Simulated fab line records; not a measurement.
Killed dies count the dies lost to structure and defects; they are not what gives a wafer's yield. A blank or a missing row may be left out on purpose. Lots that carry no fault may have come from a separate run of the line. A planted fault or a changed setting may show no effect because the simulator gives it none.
Which of the tools did it? -- flow gf180mcu -- 12 lots with 36 wafers sampled at 3 steps, on a route of 602 steps

== WHAT THE GAUGES SHOWED, per wafer ==
GF_STI_THK_MEAS_30. Usual: STI_OXIDATION_02_THK typically reads 9.97 nm, with standard deviation 0.17.
lot,measured,on,STI_OXIDATION_02_THK (nm),flag
L738,day 2 09:08,filmMetro-03,10.20 10.11 10.07,
L739,day 2 12:05,filmMetro-01,9.80 9.85 9.81,
L740,day 2 16:32,filmMetro-01,9.94 9.86 9.87,
L741,day 2 21:08,filmMetro-02,9.67 9.68 9.65,
L742,day 3 02:11,filmMetro-03,10.03 10.05 9.92,
L744,day 3 13:07,filmMetro-02,10.10 10.06 9.96,
L745,day 3 17:26,filmMetro-03,10.05 10.10 10.23,
L746,day 3 23:17,filmMetro-03,10.20 10.12 10.14,
L747,day 4 04:29,filmMetro-03,10.33 10.10 10.15,
L756,day 6 03:38,filmMetro-03,11.77 11.67 11.80,OFF
L757,day 6 08:16,filmMetro-02,11.68 11.97 11.65,OFF
L758,day 6 15:08,filmMetro-02,10.15 10.19 9.99,

GF_HV_LDD_OVL_MEAS_20. Usual: HV_LDD_01_OVL typically reads -1.1 nm, with standard deviation 1.2.
lot,measured,on,HV_LDD_01_OVL (nm),flag
L738,day 10 20:27,overlay-02,-2.2 0.2 1.6,
L739,day 11 01:57,overlay-02,-2.4 -1.1 -2.0,
L740,day 11 10:49,overlay-02,-1.5 -1.7 -2.7,
L741,day 11 12:45,overlay-02,-0.6 -1.5 -1.0,
L742,day 11 22:38,overlay-01,-1.6 -2.3 -1.8,
L744,day 12 16:54,overlay-01,-1.8 -2.3 -0.9,
L745,day 12 20:41,overlay-02,0.4 -2.8 -0.5,
L746,day 13 06:25,overlay-02,0.2 0.4 1.3,
L747,day 13 15:36,overlay-01,-2.5 -2.6 -3.2,
L756,day 16 13:59,overlay-02,-1.8 1.0 -2.6,
L757,day 16 19:18,overlay-02,-3.3 -1.7 -3.1,
L758,day 17 04:08,overlay-01,-1.2 -2.1 -1.3,

== EACH LOT AND THE TOOL THAT RAN IT (in order: tool; ch and the chambers of the sampled wafers; start) ==
lot,GF_STI_OXIDATION_29
L738,"furnace-02 ch 0, day 2 07:43"
L739,"furnace-02 ch 0, day 2 10:40"
L740,"furnace-02 ch 0, day 2 15:07"
L741,"furnace-01 ch 0, day 2 19:43"
L742,"furnace-02 ch 0, day 3 00:48"
L744,"furnace-01 ch 0, day 3 11:43"
L745,"furnace-02 ch 0, day 3 16:03"
L746,"furnace-02 ch 0, day 3 21:53"
L747,"furnace-02 ch 0, day 4 03:05"
L756,"furnace-01 ch 0, day 6 02:15"
L757,"furnace-01 ch 0, day 6 06:52"
L758,"furnace-02 ch 0, day 6 13:44"
- GF_STI_OXIDATION_29: stabilise 600 s, purge 300 s, target thk 10 nm.

== WHAT THE TOOLS THEMSELVES READ (means of the sampled wafers that have a number; where no wafer has one, the mark that the record gives instead) ==
GF_STI_OXIDATION_29. Usual: spikeTcBottomC 918.8 C, standard deviation 2.2; spikeTcCentreC 899.3 C, standard deviation 1.1; spikeTcLowerC 900.6 C, standard deviation 0.91; spikeTcTopC 909.1 C, standard deviation 2; spikeTcUpperC 898.3 C, standard deviation 1.1; tubeCenterTempC 900 C, standard deviation 0.08; tube_center_temp_C_max 902.3, standard deviation 0.37; zonePowerCentrePct 17.1 %, standard deviation 1.2.
lot,tool,spikeTcBottomC (C),spikeTcCentreC (C),spikeTcLowerC (C),spikeTcTopC (C),spikeTcUpperC (C),tubeCenterTempC (C),tube_center_temp_C_max,zonePowerCentrePct (%),flag
L738,furnace-02,920.8,899.0,900.9,911.1,899.5,900,902.0,17.9,
L739,furnace-02,920.1,899.6,900.8,911.3,898.0,900,902.1,17.9,
L740,furnace-02,920.4,900.3,900.8,910.6,898.7,900,902.4,18.0,
L741,furnace-01,918.2,899.1,899.9,907.1,898.0,900,902.4,15.9,
L742,furnace-02,920.4,899.5,900.1,910.6,898.5,900,902.3,18.1,
L744,furnace-01,916.0,898.4,900.2,905.6,897.5,900,902.6,15.6,
L745,furnace-02,920.5,898.9,900.0,911.2,899.0,900,902.4,18.1,
L746,furnace-02,919.6,899.3,900.4,910.1,898.6,900,902.0,17.9,
L747,furnace-02,921.5,899.0,900.9,910.7,896.8,900,902.4,18.0,
L756,furnace-01,932.5,913.9,915.6,921.8,914.0,915,917.5,16.4,OFF
L757,furnace-01,931.4,914.4,915.9,922.7,912.9,915,917.4,16.2,OFF
L758,furnace-02,920.3,898.6,900.0,910.2,898.7,900,902.3,18.1,

== THE ANSWER, worked out from the rows above alone ==
Rule: a lot counts as off when the mean over its wafers that have a number is more than 3 standard deviations away from the usual mean. A lot without any number at a reading at which 4 lots or more have one is off too. All remaining lots with rows at the step are treated as sound. After the gauges, taken in route order, come the tools' own readings; for these a lot's mean is taken, as printed above. The first step at which some lot is off is used, and at that step the reading that is off furthest; a lot without a number counts as furthest.
Off: at GF_STI_THK_MEAS_30 (STI_OXIDATION_02_THK), L756, L757.
If a tool, at a process step before that reading, ran all the lots that are off and no sound lot after the first of them, it fits. The gauges at GF_STI_THK_MEAS_30 aren't tried: what is off there is off at GF_STI_OXIDATION_29 too, on other tools, and a gauge's error can't cause that. One fits: GF_STI_OXIDATION_29 on furnace-01. Its last sound lot is L744 (day 3 11:43), its first lot that is off L756 (day 6 02:15): a fault that began between those two fits.
The tool's own readings at GF_STI_OXIDATION_29 bear it out: on the lots that are off they differ by more than 5 times the standard deviation of the sound lots' means. spikeTcBottomC reads 932.0 C there against 919.8 C on the sound lots; spikeTcCentreC reads 914.1 C there against 899.2 C on the sound lots; spikeTcLowerC reads 915.8 C there against 900.4 C on the sound lots; spikeTcTopC reads 922.2 C there against 909.9 C on the sound lots; spikeTcUpperC reads 913.5 C there against 898.3 C on the sound lots; tubeCenterTempC reads 915 C there against 900 C on the sound lots; tube_center_temp_C_max reads 917.5 there against 902.3 on the sound lots.

== WHAT THE SIMULATOR PUT IN ==
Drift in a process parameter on furnace-01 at GF_STI_OXIDATION_29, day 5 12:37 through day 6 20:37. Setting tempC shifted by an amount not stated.
Lots struck among those shown: L756, L757. Same finding as the rule above.
